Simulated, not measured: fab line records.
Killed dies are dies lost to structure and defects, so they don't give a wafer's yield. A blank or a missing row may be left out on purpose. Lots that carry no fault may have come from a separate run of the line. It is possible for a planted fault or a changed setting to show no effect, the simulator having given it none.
The tool behind it: which one? :: flow sky130 :: 6 lots (18 wafers sampled), 1 step of a 708-step route

WHAT EACH GAUGE READ, for each wafer
SKY_LOCAL_INTERCONNECT_RS_MEAS_01: the measuring method here is four-point-probe.
lot: L854
measured: day 29 16:44
on: film-metro-01
LOCAL_INTERCONNECT_TIN_RS (ohm/sq): 14.01 14.07 14.01

lot: L861
measured: day 32 02:18
on: film-metro-04
LOCAL_INTERCONNECT_TIN_RS (ohm/sq): 14.25 14.33 14.19

lot: L863
measured: day 32 21:10
on: film-metro-03
LOCAL_INTERCONNECT_TIN_RS (ohm/sq): 13.84 13.86 13.91

lot: L867
measured: day 33 19:00
on: film-metro-01
LOCAL_INTERCONNECT_TIN_RS (ohm/sq): 14.12 14.15 14.15

lot: L869
measured: day 34 12:49
on: film-metro-03
LOCAL_INTERCONNECT_TIN_RS (ohm/sq): 14.04 14.03 14.07

lot: L873
measured: day 36 07:08
on: film-metro-01
LOCAL_INTERCONNECT_TIN_RS (ohm/sq): 14.10 13.84 14.00

TOOL THAT RAN EACH LOT (tool first, then ch and the chambers of the sampled wafers, then the start)
No process step before these readings appears in the record.

THE ANSWER, worked out from the rows above alone
Rule: the lots themselves supply what counts as usual. The widest of any qualifying gaps counts: lots, ordered by their means at a reading, are off when they make up no more than a third of the lots, leave a main group of 4 or more, and stand apart from it by 3 or more times the standard deviation of that group's means. If all means in a main group match to the digits the tables above print for the reading, that group is not used. Also off: a lot with no number at a reading for which 4 or more lots have one. Any other lot the step has rows for is counted as sound.
No lot is off on any of the readings shown, so nothing can be concluded from this.

WHAT THE SIMULATOR HAD INSERTED
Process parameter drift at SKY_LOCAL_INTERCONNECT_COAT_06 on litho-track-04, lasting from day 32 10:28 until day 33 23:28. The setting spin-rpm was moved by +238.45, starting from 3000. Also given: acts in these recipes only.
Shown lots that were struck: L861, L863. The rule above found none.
